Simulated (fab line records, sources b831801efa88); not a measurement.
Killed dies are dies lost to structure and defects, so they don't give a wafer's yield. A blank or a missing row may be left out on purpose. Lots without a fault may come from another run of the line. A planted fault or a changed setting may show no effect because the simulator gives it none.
Which tool did it? | flow sky130 | 11 lots, 33 wafers sampled, at 6 steps of a route of 708

WHAT THE GAUGES READ, wafer by wafer
The record holds no reading of a measuring or inspecting step that can be judged against a usual standard deviation.

WHICH TOOL RAN EACH LOT (tool, then ch and the chambers of the sampled wafers, then the start)
lot  | SKY_CONTACT_ETCH_16                | SKY_CONTACT_ETCH_18                | SKY_CONTACT_STRIP_19                 | SKY_CONTACT_CMP_27            | SKY_METAL1_SPUTTER_03        | SKY_PAD_OPEN_PROBE_99
L579 | rie_diel-04 ch 0,1,2, day 33 22:15 | rie_diel-04 ch 0,1,2, day 33 22:00 | plasma_asher-04 ch 0,1, day 33 22:23 | cmp-02 ch 0,1,2, day 33 23:19 | pvd_sputter-04, day 33 23:41 | -
L580 | rie_diel-04 ch 0,3, day 34 11:28   | rie_diel-04 ch 0,3, day 34 11:00   | plasma_asher-02 ch 0,1, day 34 11:37 | cmp-01 ch 0,1,2, day 34 12:34 | pvd_sputter-03, day 34 12:56 | prober-02, day 48 02:28
L581 | rie_diel-03 ch 1,2,3, day 34 16:54 | rie_diel-03 ch 1,2,3, day 34 16:00 | plasma_asher-02 ch 0,1, day 34 17:02 | cmp-01 ch 0,1,2, day 34 17:58 | pvd_sputter-02, day 34 18:20 | prober-01, day 48 08:10
L582 | rie_diel-01 ch 0,1,3, day 35 13:57 | rie_diel-01 ch 0,1,3, day 35 14:00 | plasma_asher-04 ch 0,1, day 35 14:05 | cmp-01 ch 0,1,2, day 35 15:04 | -                            | prober-02, day 49 00:06
L583 | rie_diel-04 ch 0,1, day 35 18:28   | rie_diel-04 ch 0,1, day 35 18:00   | plasma_asher-04 ch 0,1, day 35 18:35 | cmp-01 ch 0,1, day 35 19:35   | -                            | prober-01, day 49 04:41
L584 | rie_diel-01 ch 1,2, day 35 21:36   | rie_diel-01 ch 1,2, day 35 21:00   | plasma_asher-04 ch 0,1, day 35 21:44 | cmp-02 ch 0,2,3, day 35 22:46 | -                            | prober-02, day 49 04:52
L589 | rie_diel-01 ch 0,1,2, day 37 04:01 | rie_diel-01 ch 0,1,2, day 37 04:00 | plasma_asher-01 ch 0,1, day 37 04:08 | cmp-01 ch 1,2,3, day 37 05:05 | pvd_sputter-04, day 37 05:28 | prober-01, day 50 03:09
L593 | rie_diel-04 ch 0,3, day 38 02:03   | rie_diel-04 ch 0,3, day 38 02:00   | plasma_asher-04 ch 0,1, day 38 02:13 | cmp-01 ch 2,3, day 38 03:08   | pvd_sputter-03, day 38 03:30 | prober-02, day 50 17:23
L595 | rie_diel-01 ch 0,2,3, day 38 20:57 | rie_diel-01 ch 0,2,3, day 38 21:00 | plasma_asher-04 ch 0,1, day 38 21:05 | cmp-02 ch 0,1,2, day 38 22:28 | pvd_sputter-02, day 38 22:47 | prober-01, day 51 03:42
L596 | rie_diel-03 ch 1,2,3, day 39 05:51 | rie_diel-03 ch 1,2,3, day 39 05:00 | plasma_asher-01 ch 0,1, day 39 06:01 | cmp-01 ch 1,2, day 39 07:01   | pvd_sputter-02, day 39 07:20 | -
L597 | rie_diel-04 ch 0,2,3, day 39 06:02 | rie_diel-04 ch 0,2,3, day 39 06:00 | plasma_asher-04 ch 0,1, day 39 06:10 | cmp-02 ch 0,1,3, day 39 07:16 | pvd_sputter-04, day 39 07:32 | -
- SKY_CONTACT_ETCH_16: etches BARC in N2/H2, stops on SiO2, time 45.9 s, target depth 60 nm.
- SKY_CONTACT_ETCH_18: etches Si3N4 in CHF3/O2, stops on TiN, time 39 s, target depth 75 nm.
- SKY_CONTACT_STRIP_19: strips in O2/N2.
- SKY_CONTACT_CMP_27: polishes, stops on SiO2, t overpolish 15 s, target thk 0 nm.
- SKY_METAL1_SPUTTER_03: material Ti, target thk 5 nm, time 3.3 s.
- SKY_PAD_OPEN_PROBE_99

WHAT THE TOOLS THEMSELVES READ (means of the sampled wafers that have a number; where no wafer has one, the mark that the record gives instead)
SKY_CONTACT_ETCH_16. Usual: bias_w 100.02 W, standard deviation 0.27; chamber_pressure_mTorr 29.999 mTorr, standard deviation 0.026; drypump_motor_current_A 5.8 A, standard deviation 0.46; n2_flow_sccm 100.05 sccm, standard deviation 0.29; oes_product_au 0.855 a.u., standard deviation 0.0046; throttle_valve_pct 13.225 %, standard deviation 0.01.
lot  | tool        | bias_w (W) | chamber_pressure_mTorr (mTorr) | drypump_motor_current_A (A) | n2_flow_sccm (sccm) | oes_product_au (a.u.) | throttle_valve_pct (%) | flag
L579 | rie_diel-04 | 99.90      | 29.980                         | 5.7                         | 100.25              | 0.854                 | 13.227                 |
L580 | rie_diel-04 | 100.12     | 29.999                         | 5.4                         | 100.40              | 0.853                 | 13.232                 |
L581 | rie_diel-03 | 100.27     | 30.010                         | 6.0                         | 100.09              | 0.856                 | 13.219                 |
L582 | rie_diel-01 | 100.18     | 30.019                         | 5.8                         | 99.92               | 0.856                 | 13.220                 |
L583 | rie_diel-04 | 100.26     | 29.995                         | 5.6                         | 100.16              | 0.858                 | 13.221                 |
L584 | rie_diel-01 | 99.91      | 29.998                         | 6.1                         | 100.51              | 0.854                 | 13.228                 |
L589 | rie_diel-01 | 100.07     | 29.979                         | 6.0                         | 100.01              | 0.849                 | 13.223                 |
L593 | rie_diel-04 | 100.27     | 29.999                         | 5.4                         | 99.83               | 0.851                 | 13.232                 |
L595 | rie_diel-01 | 100.25     | 29.986                         | 5.7                         | 99.97               | 0.856                 | 13.222                 |
L596 | rie_diel-03 | 99.92      | 29.988                         | 6.0                         | 99.90               | 0.854                 | 13.232                 |
L597 | rie_diel-04 | 99.94      | 29.982                         | 5.5                         | 100.01              | 0.855                 | 13.227                 |

SKY_CONTACT_ETCH_18. Usual: O2_flow_sccm 5.001 sccm, standard deviation 0.014; bias_w 199.9 W, standard deviation 0.61; drypump_motor_current_A 5.8 A, standard deviation 0.46; oes_product_au 0.854 a.u., standard deviation 0.0076; throttle_valve_pct 8.793 %, standard deviation 0.0085.
lot  | tool        | O2_flow_sccm (sccm) | bias_w (W) | drypump_motor_current_A (A) | oes_product_au (a.u.) | throttle_valve_pct (%) | flag
L579 | rie_diel-04 | 4.989               | 200.0      | 5.7                         | 0.856                 | 8.794                  |
L580 | rie_diel-04 | 4.994               | 200.3      | 5.5                         | 0.852                 | 8.795                  |
L581 | rie_diel-03 | 4.993               | 200.4      | 6.0                         | 0.852                 | 8.791                  |
L582 | rie_diel-01 | -                   | -          | -                           | -                     | -                      | OFF
L583 | rie_diel-04 | -                   | -          | -                           | -                     | -                      | OFF
L584 | rie_diel-01 | -                   | -          | -                           | -                     | -                      | OFF
L589 | rie_diel-01 | 4.996               | 200.0      | 6.0                         | 0.859                 | 8.803                  |
L593 | rie_diel-04 | 4.987               | 199.4      | 5.4                         | 0.861                 | 8.788                  |
L595 | rie_diel-01 | 5.001               | 200.4      | 5.6                         | 0.860                 | 8.799                  |
L596 | rie_diel-03 | 5.000               | 200.0      | 6.0                         | 0.863                 | 8.797                  |
L597 | rie_diel-04 | 5.005               | 200.0      | 5.5                         | 0.856                 | 8.790                  |

SKY_CONTACT_STRIP_19. Usual: drypump_motor_current_A 5.6 A, standard deviation 0.52; n2_flow_sccm 300.0 sccm, standard deviation 0.93; oes_product_au 0.381 a.u., standard deviation 0.0052; strip_time_to_endpoint_s 3.63 s, standard deviation 0.053.
lot  | tool            | drypump_motor_current_A (A) | n2_flow_sccm (sccm) | oes_product_au (a.u.) | strip_time_to_endpoint_s (s) | flag
L579 | plasma_asher-04 | 5.3                         | 299.4               | 0.381                 | 3.63                         |
L580 | plasma_asher-02 | 5.5                         | 300.0               | 0.386                 | 3.67                         |
L581 | plasma_asher-02 | 5.5                         | 299.6               | 0.383                 | 3.63                         |
L582 | plasma_asher-04 | 5.3                         | 300.2               | 0.415                 | 4.51                         | OFF
L583 | plasma_asher-04 | 5.3                         | 300.5               | 0.422                 | 4.54                         | OFF
L584 | plasma_asher-04 | 5.3                         | 300.8               | 0.416                 | 4.49                         | OFF
L589 | plasma_asher-01 | 5.7                         | 300.2               | 0.377                 | 3.60                         |
L593 | plasma_asher-04 | 5.3                         | 299.3               | 0.383                 | 3.69                         |
L595 | plasma_asher-04 | 5.3                         | 300.5               | 0.382                 | 3.63                         |
L596 | plasma_asher-01 | 5.8                         | 299.5               | 0.382                 | 3.61                         |
L597 | plasma_asher-04 | 5.3                         | 301.4               | 0.384                 | 3.68                         |

SKY_CONTACT_CMP_27. Usual: motor_current_A 11.0 A, standard deviation 1.
lot  | tool   | motor_current_A (A) | flag
L579 | cmp-02 | 10.6                |
L580 | cmp-01 | 11.6                |
L581 | cmp-01 | 11.6                |
L582 | cmp-01 | 11.6                |
L583 | cmp-01 | 11.5                |
L584 | cmp-02 | 10.3                |
L589 | cmp-01 | 10.9                |
L593 | cmp-01 | 11.4                |
L595 | cmp-02 | 10.4                |
L596 | cmp-01 | 11.2                |
L597 | cmp-02 | 10.6                |

SKY_METAL1_SPUTTER_03. Usual: throttle_valve_pct 29.7 %, standard deviation 1.2.
lot  | tool           | throttle_valve_pct (%) | flag
L579 | pvd_sputter-04 | 29.8                   |
L580 | pvd_sputter-03 | 30.4                   |
L581 | pvd_sputter-02 | 29.7                   |
L589 | pvd_sputter-04 | 29.9                   |
L593 | pvd_sputter-03 | 28.6                   |
L595 | pvd_sputter-02 | 29.8                   |
L596 | pvd_sputter-02 | 30.0                   |
L597 | pvd_sputter-04 | 30.2                   |

SKY_PAD_OPEN_PROBE_99. Usual: killed_at_M0_to_M3 46, standard deviation 6.7; killed_at_M4_up 3.3, standard deviation 2; killed_at_contacts 24, standard deviation 5.4; killed_at_front_end 15, standard deviation 4.3; killed_at_other 0.4, standard deviation 0.64; killed_dies 89, standard deviation 9.1; killed_on_rim 17, standard deviation 3.7; killed_open 48, standard deviation 7.2; killed_short 40, standard deviation 6.3.
lot  | tool      | killed_at_M0_to_M3 | killed_at_M4_up | killed_at_contacts | killed_at_front_end | killed_at_other | killed_dies | killed_on_rim | killed_open | killed_short | flag
L580 | prober-02 | 47                 | 3.7             | 29                 | 15                  | 0.0             | 95          | 18            | 56          | 37           |
L581 | prober-01 | 39                 | 1.0             | 31                 | 13                  | 0.3             | 84          | 17            | 50          | 34           |
L582 | prober-02 | 49                 | 1.3             | 425                | 16                  | 0.3             | 492         | 96            | 47          | 40           | OFF
L583 | prober-01 | 43                 | 2.3             | 430                | 16                  | 0.3             | 492         | 96            | 51          | 40           | OFF
L584 | prober-02 | 39                 | 3.3             | 434                | 16                  | 0.0             | 492         | 96            | 50          | 39           | OFF
L589 | prober-01 | 44                 | 4.0             | 19                 | 13                  | 0.3             | 80          | 13            | 42          | 38           |
L593 | prober-02 | 45                 | 3.3             | 25                 | 17                  | 0.7             | 91          | 18            | 50          | 41           |
L595 | prober-01 | 45                 | 3.3             | 24                 | 14                  | 1.0             | 86          | 17            | 51          | 36           |

THE ANSWER, worked out from the rows above alone
Rule: a lot is off if the mean of its wafers that have a number lies more than 3 standard deviations from the usual mean. A lot without any number at a reading at which 4 lots or more have one is off too. The other lots that the step has rows for count as sound. The gauges are gone through in route order, then the tools' own readings, and for those a lot's mean is taken as printed above. The first step at which some lot is off is used, and at that step the reading that is off furthest; a lot without a number counts as furthest.
Off: L582, L583, L584, at SKY_CONTACT_ETCH_18 (O2_flow_sccm). Without a number there: L582, L583, L584.
A tool fits if, at that step or a process step before it, it ran every lot that is off, and no sound lot after the first of them. None of those tried fits.

WHAT THE SIMULATOR HAD PUT IN
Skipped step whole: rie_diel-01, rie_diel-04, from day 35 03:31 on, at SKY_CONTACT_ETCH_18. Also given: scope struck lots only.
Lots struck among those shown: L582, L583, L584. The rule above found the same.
